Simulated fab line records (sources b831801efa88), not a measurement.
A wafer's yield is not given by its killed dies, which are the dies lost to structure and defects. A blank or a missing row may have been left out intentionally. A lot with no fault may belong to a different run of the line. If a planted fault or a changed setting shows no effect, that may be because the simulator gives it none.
What tool caused it?    flow gf180mcu    45 wafers from 15 lots sampled at 3 of the route's 602 steps

== WHAT EACH GAUGE READ, for each wafer ==
GF_POLY_GATE_CD_MEAS_10: target cd 280 nm. Usual: 280.0 nm for cd_nm, sd 1.3.
lot   measured      on         cd_nm (nm)         flag
L327  day 8 23:55   cd_sem-01  281.0 279.5 280.5  
L328  day 9 16:53   cd_sem-01  280.1 279.1 279.0  
L329  day 9 20:31   cd_sem-01  280.4 280.0 280.1  
L330  day 9 22:14   cd_sem-02  278.7 281.0 281.1  
L336  day 12 00:04  cd_sem-02  278.4 280.4 278.4  
L337  day 12 04:20  cd_sem-02  280.2 280.7 280.8  
L338  day 12 11:50  cd_sem-01  279.8 280.0 279.7  
L339  day 12 18:44  cd_sem-01  281.7 280.1 280.7  
L340  day 13 01:13  cd_sem-01  281.5 283.0 282.4  
L341  day 13 08:22  cd_sem-02  280.0 279.5 279.6  
L342  day 13 13:50  cd_sem-01  278.3 277.6 278.6  
L345  day 14 14:59  cd_sem-01  281.3 281.3 281.7  
L346  day 14 18:09  cd_sem-01  278.6 279.5 279.0  
L348  day 15 10:19  cd_sem-02  278.3 277.6 278.4  
L349  day 15 17:53  cd_sem-01  279.2 278.7 279.8  

GF_M1_CD_MEAS_14: target cd 230 nm. Usual: 230.4 nm for cd_nm, sd 1.4.
lot   measured      on         cd_nm (nm)         flag
L327  day 16 22:13  cd_sem-02  231.8 231.9 232.0  
L328  day 17 19:04  cd_sem-01  229.5 229.4 229.2  
L329  day 17 22:06  cd_sem-02  228.5 228.5 228.7  
L330  day 18 00:44  cd_sem-02  229.5 229.3 229.7  
L339  day 21 17:38  cd_sem-02  230.2 231.1 230.8  
L340  day 22 01:08  cd_sem-01  229.9 231.3 230.4  
L341  day 22 08:29  cd_sem-01  230.7 231.2 231.8  
L342  day 22 13:47  cd_sem-01  231.5 232.3 233.5  
L345  day 23 18:52  cd_sem-01  231.9 232.4 231.5  
L346  day 23 23:17  cd_sem-02  230.8 231.1 232.2  
L348  day 24 13:15  cd_sem-02  228.5 229.7 228.5  
L349  day 24 20:31  cd_sem-01  229.6 231.2 230.0  

== WHAT TOOL EACH LOT RAN ON (gives the tool, then ch and the chambers of the sampled wafers, and finally the start) ==
lot   GF_HV_LDD_DEVELOP_06
L327  litho_track-01 ch 0, day 9 18:32
L328  litho_track-03 ch 0, day 10 12:44
L329  litho_track-01 ch 0, day 10 16:32
L330  litho_track-04 ch 0, day 10 18:10
L336  litho_track-03, day 12 21:41
L337  litho_track-03, day 13 01:50
L338  litho_track-03, day 13 10:38
L339  litho_track-03 ch 0, day 13 16:38
L340  litho_track-04 ch 0, day 14 00:10
L341  litho_track-01 ch 0, day 14 06:19
L342  litho_track-04 ch 0, day 14 11:40
L345  litho_track-03 ch 0, day 15 15:17
L346  litho_track-03 ch 0, day 15 18:44
L348  litho_track-03 ch 0, day 16 09:46
L349  litho_track-03 ch 0, day 16 18:17
- GF_HV_LDD_DEVELOP_06: develop time 60 s.

== AS READ BY THE TOOLS THEMSELVES (means over the sampled wafers that have a number; for cases with no such wafer, the mark the record gives instead) ==
GF_HV_LDD_DEVELOP_06. Usual: 22.99 C for chill_plate_temp_C, sd 0.12.
lot   tool            chill_plate_temp_C (C)  flag
L327  litho_track-01  23.01                   
L328  litho_track-03  23.07                   
L329  litho_track-01  23.00                   
L330  litho_track-04  22.93                   
L336  litho_track-03  -                       OFF
L337  litho_track-03  -                       OFF
L338  litho_track-03  -                       OFF
L339  litho_track-03  23.11                   
L340  litho_track-04  23.06                   
L341  litho_track-01  23.14                   
L342  litho_track-04  22.97                   
L345  litho_track-03  23.24                   
L346  litho_track-03  22.95                   
L348  litho_track-03  22.90                   
L349  litho_track-03  23.13                   

== THE ANSWER, worked out from the rows above alone ==
Rule: a lot counts as off when the mean over its wafers that have a number is more than 3 standard deviations away from the usual mean. A lot without any number at a reading at which 4 lots or more have one is off too. Any other lot the step has rows for is counted as sound. Order of review: gauges by route order, followed by the tools' own readings, for which a lot's mean as printed above is used. At the first step where some lot is off, the reading lying furthest off is the one used; lots without a number count as furthest.
Off: L336, L337, L338, at GF_HV_LDD_DEVELOP_06 (chill_plate_temp_C). Without a number there: L336, L337, L338.
A tool fits if, at that step or a process step before it, it ran every lot that is off, and no sound lot after the first of them. Of those tried, none fits.

== WHAT THE SIMULATOR HAD INSERTED ==
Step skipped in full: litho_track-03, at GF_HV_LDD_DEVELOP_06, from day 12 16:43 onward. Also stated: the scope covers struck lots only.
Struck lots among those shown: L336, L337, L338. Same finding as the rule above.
